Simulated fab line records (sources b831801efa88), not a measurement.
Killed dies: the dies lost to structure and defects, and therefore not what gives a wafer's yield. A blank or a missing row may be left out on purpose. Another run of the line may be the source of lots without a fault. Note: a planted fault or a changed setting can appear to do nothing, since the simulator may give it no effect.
2 desks, one fault ; flow sky130 ; what lay behind the numbers comes last; until then each desk has only its own

== AT THE TOOL OWNER'S DESK: rie metal-03 ==
The tool's own readings at SKY_METAL1_ETCH_18 (etches BARC in N2/H2, stops on SiO2, time 45.9 s, target depth 60 nm): means of the sampled wafers that have a number, for each lot that ran on this tool. Any lot whose mean is over 4 standard deviations away from the usual mean is out of limits and marked OUT; that distance is given in the brackets.
Columns: A = drypump motor current A at SKY_METAL1_ETCH_18, usual 5.5 A; B = he backside leak sccm at SKY_METAL1_ETCH_18, usual 3.37 sccm; C = n2 flow sccm at SKY_METAL1_ETCH_18, usual 100.01 sccm; D = oes product au at SKY_METAL1_ETCH_18, usual 0.855 a.u.; E = run length s at SKY_METAL1_ETCH_18, usual 74.3 s; F = throttle valve pct at SKY_METAL1_ETCH_18, usual 13.226 %
lot;first seen here;A;B;C;D;E;F
L822;day 33 23:13;5.5;3.38;100.35;0.855;74.1;13.237
L830;day 36 13:23;5.5;3.44;99.87;0.835 (-4.3) OUT;76.0 (+4.0) OUT;13.221
Finding of this desk: L830 out of limits; the first was L830 at day 36 13:23, on oes product au at SKY_METAL1_ETCH_18. L822 stayed within limits.

== AT THE METROLOGY DESK ==
What the gauges read for every lot (on any tool): the sampled wafers with a number, averaged. Any lot whose mean is over 4 standard deviations away from the usual mean is out of limits and marked OUT; that distance is given in the brackets.
Columns: A = METAL1_ALCU_THK at SKY_METAL1_THK_MEAS_06, usual 252 nm; B = cd nm at SKY_METAL1_CD_MEAS_15, usual 139.9 nm; C = METAL1_OVL at SKY_METAL1_OVL_MEAS_16, usual 1 nm
lot;first seen here;A;B;C
L822;day 32 20:58;252;139.3;9
L823;day 33 11:46;254;141.3;1
L830;day 35 10:59;250;139.5;11
L834;day 36 16:52;255;139.5;2
L838;day 37 19:46;252;140.4;-3
This desk's verdict: no lot among the 5 shows anything out of limits.

== TAKEN TOGETHER ==
The tool owner's desk could have raised an alarm at day 36 13:23, on L830.
From the metrology desk's view, nothing was out of limits.
The metrology desk holds a record of L830, inside its limits.
On rie metal-03, each named lot ran SKY_METAL1_ETCH_18.

== WHAT THE SIMULATOR HAD PUT IN ==
rie metal-03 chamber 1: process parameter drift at SKY_METAL1_ETCH_18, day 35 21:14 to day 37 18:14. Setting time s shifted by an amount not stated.
Struck lots among those shown: L830.
Each desk's first reading out of limits, in hours after the fault started: the tool owner's desk, 16.
